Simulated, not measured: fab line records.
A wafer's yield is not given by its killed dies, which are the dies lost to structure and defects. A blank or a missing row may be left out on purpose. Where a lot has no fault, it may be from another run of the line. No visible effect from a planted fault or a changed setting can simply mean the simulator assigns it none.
Which tool is to blame? | flow sky130 | 33 wafers from 11 lots sampled at 3 of the route's 708 steps

## WHAT THE GAUGES SHOWED, per wafer
SKY_SD_N_RS_MEAS_16: measures by four-point-probe.
lot  | measured     | on            | SD_N_RS (ohm/sq)
L503 | day 27 14:21 | film metro-02 | 68.63 68.56 68.61
L505 | day 28 11:28 | film metro-02 | 68.57 68.57 68.54
L507 | day 30 09:41 | film metro-01 | 68.78 68.51 68.68
L508 | day 30 10:40 | film metro-04 | 68.39 68.43 68.27
L510 | day 30 11:50 | film metro-02 | 68.65 68.54 68.65
L511 | day 30 18:23 | film metro-01 | 68.69 68.69 68.67
L512 | day 31 03:58 | film metro-01 | 68.64 68.53 68.58
L521 | day 34 06:08 | film metro-01 | 66.23 66.31 66.31
L523 | day 34 14:09 | film metro-04 | 66.02 66.07 65.86
L524 | day 34 21:37 | film metro-04 | 68.27 68.47 68.35
L525 | day 37 05:24 | film metro-04 | 68.46 68.58 68.52

SKY_SD_N_RS_MEAS_17: measures by four-point-probe.
lot  | measured     | on            | SD_P_RS (ohm/sq)
L503 | day 27 14:28 | film metro-02 | 147.1 147.1 146.6
L505 | day 28 11:35 | film metro-02 | 147.1 146.8 146.9
L507 | day 30 09:49 | film metro-01 | 147.7 147.2 147.2
L508 | day 30 10:47 | film metro-04 | 146.6 146.4 146.3
L510 | day 30 11:58 | film metro-02 | 147.4 147.0 147.5
L511 | day 30 18:31 | film metro-01 | 147.2 147.4 147.6
L512 | day 31 04:05 | film metro-01 | 146.9 146.5 146.9
L521 | day 34 06:16 | film metro-01 | 135.3 135.5 135.6
L523 | day 34 14:16 | film metro-04 | 134.9 135.2 135.0
L524 | day 34 21:44 | film metro-04 | 147.2 146.8 146.8
L525 | day 37 05:31 | film metro-04 | 147.4 147.1 147.1

## WHAT TOOL EACH LOT RAN ON (gives the tool, then ch and the chambers of the sampled wafers, and finally the start)
lot  | SKY_SD_N_RTA_14
L503 | rtp anneal-02 ch 0, day 27 14:10
L505 | rtp anneal-02 ch 0, day 28 11:18
L507 | rtp anneal-02 ch 0, day 30 09:30
L508 | rtp anneal-01 ch 0, day 30 10:28
L510 | rtp anneal-01 ch 0, day 30 11:39
L511 | rtp anneal-02 ch 0, day 30 18:12
L512 | rtp anneal-01 ch 0, day 31 03:47
L521 | rtp anneal-02 ch 0, day 34 05:58
L523 | rtp anneal-02 ch 0, day 34 13:59
L524 | rtp anneal-01 ch 0, day 34 21:26
L525 | rtp anneal-02 ch 0, day 37 05:14
- SKY_SD_N_RTA_14: time 2 s.

## WHAT THE TOOLS THEMSELVES READ (means of the sampled wafers that have a number; where no wafer has one, the mark that the record gives instead)
SKY_SD_N_RTA_14.
lot  | tool          | lamp power pct (%) | wafer_temp_C_max
L503 | rtp anneal-02 | 15.79              | 1077.3
L505 | rtp anneal-02 | 15.74              | 1078.0
L507 | rtp anneal-02 | 15.73              | 1078.9
L508 | rtp anneal-01 | 15.76              | 1077.6
L510 | rtp anneal-01 | 15.76              | 1077.0
L511 | rtp anneal-02 | 15.72              | 1080.1
L512 | rtp anneal-01 | 15.71              | 1077.7
L521 | rtp anneal-02 | 15.98              | 1093.1
L523 | rtp anneal-02 | 15.97              | 1091.9
L524 | rtp anneal-01 | 15.72              | 1077.5
L525 | rtp anneal-02 | 15.76              | 1078.3

## THE ANSWER, worked out from the rows above alone
Rule: what is usual is taken from the lots themselves. The widest of any qualifying gaps counts: lots, ordered by their means at a reading, are off when they make up no more than a third of the lots, leave a main group of 4 or more, and stand apart from it by 3 or more times the standard deviation of that group's means. A main group whose means are all the same, to the digits that the tables above print for the reading, isn't used. Also off: a lot with no number at a reading for which 4 or more lots have one. Any other lot the step has rows for is counted as sound. First the gauges in route order, then the tools' own readings, where a lot's mean is used as printed above. At the first step where some lot is off, the reading lying furthest off is the one used; lots without a number count as furthest.
Off: L521, L523, seen at SKY_SD_N_RS_MEAS_16 (SD_N_RS). The main group: mean 68.55 ohm/sq, standard deviation 0.11.
If a tool, at a process step before that reading, ran all the lots that are off and no sound lot after the first of them, it fits. Not tried: the gauges at SKY_SD_N_RS_MEAS_16; whatever is off there is also off at SKY_SD_N_RTA_14, on other tools, and gauge error can't account for it. Not one of the candidates tried fits.

## WHAT WAS PUT IN BY THE SIMULATOR
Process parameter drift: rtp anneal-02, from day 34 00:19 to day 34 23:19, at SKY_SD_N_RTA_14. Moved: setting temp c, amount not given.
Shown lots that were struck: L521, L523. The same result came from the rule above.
